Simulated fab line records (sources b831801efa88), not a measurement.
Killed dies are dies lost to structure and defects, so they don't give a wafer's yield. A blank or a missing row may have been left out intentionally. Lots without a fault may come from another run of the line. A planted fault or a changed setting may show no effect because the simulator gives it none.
What tool caused it?	flow sky130	13 lots, 39 wafers sampled, at 5 steps of a route of 708

== WHAT EACH GAUGE READ, for each wafer ==
SKY_SD_N_OVL_MEAS_08.
lot	measured	on	SD_N_OVL (nm)
L994	day 27 18:01	overlay-02	-1.4 -2.7 -1.4
L995	day 28 03:50	overlay-01	-2.1 -1.7 -1.6
L996	day 28 16:32	overlay-01	-0.7 0.1 -0.3
L998	day 29 01:39	overlay-02	-0.1 -0.1 -1.4
L999	day 29 17:05	overlay-01	-1.0 0.5 -0.9
L100	day 29 18:17	overlay-01	173.0 174.4 171.0
L101	day 30 03:11	overlay-01	-0.1 0.7 0.8
L102	day 30 07:41	overlay-01	170.2 169.1 171.3
L105	day 31 07:20	overlay-01	-0.5 1.4 -0.8
L106	day 31 23:50	overlay-01	171.2 171.7 172.8
L107	day 32 08:38	overlay-02	172.2 170.7 172.6
L114	day 34 20:53	overlay-02	-1.5 0.0 -1.5
L116	day 34 23:41	overlay-01	-0.2 -1.3 -2.4

SKY_LI_CONTACT_BOW_MEAS_03.
lot	measured	on	LI_CONTACT_BOW (um)
L994	day 27 19:35	film-metro-03	58 66 69
L995	day 28 05:26	film-metro-01	65 57 56
L996	day 28 18:05	film-metro-01	60 46 61
L998	day 29 03:14	film-metro-03	60 60 62
L999	day 29 18:40	film-metro-01	65 59 54
L100	day 29 19:55	film-metro-01	59 51 47
L101	day 30 04:46	film-metro-03	49 53 42
L102	day 30 09:18	film-metro-03	52 53 57
L105	day 31 08:58	film-metro-01	66 56 68
L106	day 32 01:46	film-metro-03	50 47 60
L107	day 32 10:12	film-metro-01	54 58 65
L114	day 34 22:45	film-metro-03	45 58 51
L116	day 35 01:16	film-metro-01	55 62 54

SKY_LI_CONTACT_CD_MEAS_12: target cd 170 nm.
lot	measured	on	cd-nm (nm)
L994	day 28 23:40	cd-sem-02	170.8 170.6 171.1
L995	day 29 09:10	cd-sem-01	171.1 171.0 171.6
L996	day 29 21:34	cd-sem-01	169.8 170.2 169.0
L998	day 30 06:39	cd-sem-01	170.9 170.3 169.8
L999	day 30 22:02	cd-sem-01	169.9 170.7 171.3
L100	day 31 00:18	cd-sem-01	168.8 170.1 168.8
L101	day 31 07:46	cd-sem-01	170.5 169.2 169.3
L102	day 31 12:29	cd-sem-01	167.8 169.1 168.8
L105	day 32 11:36	cd-sem-01	169.9 172.0 170.6
L106	day 33 04:49	cd-sem-02	168.1 169.1 168.9
L107	day 33 13:20	cd-sem-01	167.2 167.0 166.1
L114	day 36 01:05	cd-sem-02	167.8 166.1 167.8
L116	day 36 03:56	cd-sem-01	167.9 167.6 168.7

== WHICH TOOL RAN EACH LOT (tool, then ch and the chambers of the sampled wafers, then the start) ==
lot	SKY_POLY_CUT_ETCH_11	SKY_SD_N_EXPOSE_04
L994	rie-diel-03 ch 2,3, day 24 02:16	iline-stepper-02 ch 0, day 27 04:11
L995	rie-diel-02 ch 0,2, day 24 12:45	iline-stepper-02 ch 0, day 27 14:25
L996	rie-diel-04 ch 1,2,3, day 25 01:54	iline-stepper-02 ch 0, day 28 02:04
L998	rie-diel-03 ch 0,1,3, day 25 11:06	iline-stepper-02 ch 0, day 28 12:14
L999	rie-diel-04 ch 0,1,3, day 26 03:33	iline-stepper-02 ch 0, day 29 03:08
L100	rie-diel-03 ch 0,2, day 26 04:22	iline-stepper-02 ch 0, day 29 04:03
L101	rie-diel-02 ch 1,2,3, day 26 14:46	iline-stepper-01 ch 0, day 29 13:28
L102	rie-diel-04 ch 0,2,3, day 26 19:37	iline-stepper-02 ch 0, day 29 19:04
L105	rie-diel-04 ch 0,1, day 27 20:31	iline-stepper-01 ch 0, day 30 17:31
L106	rie-diel-04 ch 1,2, day 28 13:22	iline-stepper-02 ch 0, day 31 09:49
L107	rie-diel-04 ch 1,2, day 28 22:19	iline-stepper-02 ch 0, day 31 18:31
L114	rie-diel-04 ch 0,1,3, day 31 13:00	iline-stepper-01 ch 0, day 34 08:45
L116	rie-diel-03 ch 0,1,2, day 31 15:37	iline-stepper-01 ch 0, day 34 11:22
- SKY_POLY_CUT_ETCH_11: etches Si3N4 in CF4/CH2F2/Ar, stops on poly-Si, time 42.5 s, target depth 60 nm.
- SKY_SD_N_EXPOSE_04: exposes mask NSDM, target cd 380 nm.

== AS READ BY THE TOOLS THEMSELVES (means over the sampled wafers that have a number; for cases with no such wafer, the mark the record gives instead) ==
SKY_POLY_CUT_ETCH_11.
lot	tool	drypump-motor-current-A (A)	oes-product-au (a.u.)	throttle-valve-pct (%)
L994	rie-diel-03	5.7	0.833	14.983
L995	rie-diel-02	5.5	0.836	14.996
L996	rie-diel-04	6.0	0.837	14.990
L998	rie-diel-03	5.6	0.825	14.997
L999	rie-diel-04	5.7	0.827	14.999
L100	rie-diel-03	6.1	0.829	14.996
L101	rie-diel-02	5.7	0.828	14.993
L102	rie-diel-04	5.8	0.829	14.997
L105	rie-diel-04	5.6	0.823	14.987
L106	rie-diel-04	5.9	0.830	14.987
L107	rie-diel-04	6.1	0.835	14.986
L114	rie-diel-04	5.7	0.828	14.991
L116	rie-diel-03	5.9	0.826	14.993

== THE ANSWER, worked out from the rows above alone ==
Rule: usual is defined by the lots themselves. The widest of any qualifying gaps counts: lots, ordered by their means at a reading, are off when they make up no more than a third of the lots, leave a main group of 4 or more, and stand apart from it by 3 or more times the standard deviation of that group's means. A main group is skipped when, at the precision printed for the reading in the tables above, its means are all equal. Also off: a lot with no number at a reading for which 4 or more lots have one. The other lots that the step has rows for count as sound. First the gauges in route order, then the tools' own readings, where a lot's mean is used as printed above. At the first step where some lot is off, the reading lying furthest off is the one used; lots without a number count as furthest.
Off: at SKY_SD_N_OVL_MEAS_08 (SD_N_OVL), L100, L102, L106, L107. For the main group the mean is -0.7 nm and the standard deviation 0.75.
A tool fits if, at a process step before that reading, it ran every lot that is off, and no sound lot after the first of them. Those tools and the gauges at SKY_SD_N_OVL_MEAS_08 are tried in the same way. One fits: iline-stepper-02 at SKY_SD_N_EXPOSE_04. A fault onset in the window from L999 (day 29 03:08, its last sound lot) to L100 (day 29 04:03, its first lot off) fits.

== WHAT THE SIMULATOR HAD INSERTED ==
Scanner matching overlay: iline-stepper-02, from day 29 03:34 on, at SKY_SD_N_EXPOSE_04. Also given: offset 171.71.
Lots struck among those shown: L100, L102, L106, L107. The rule given above showed the same thing.
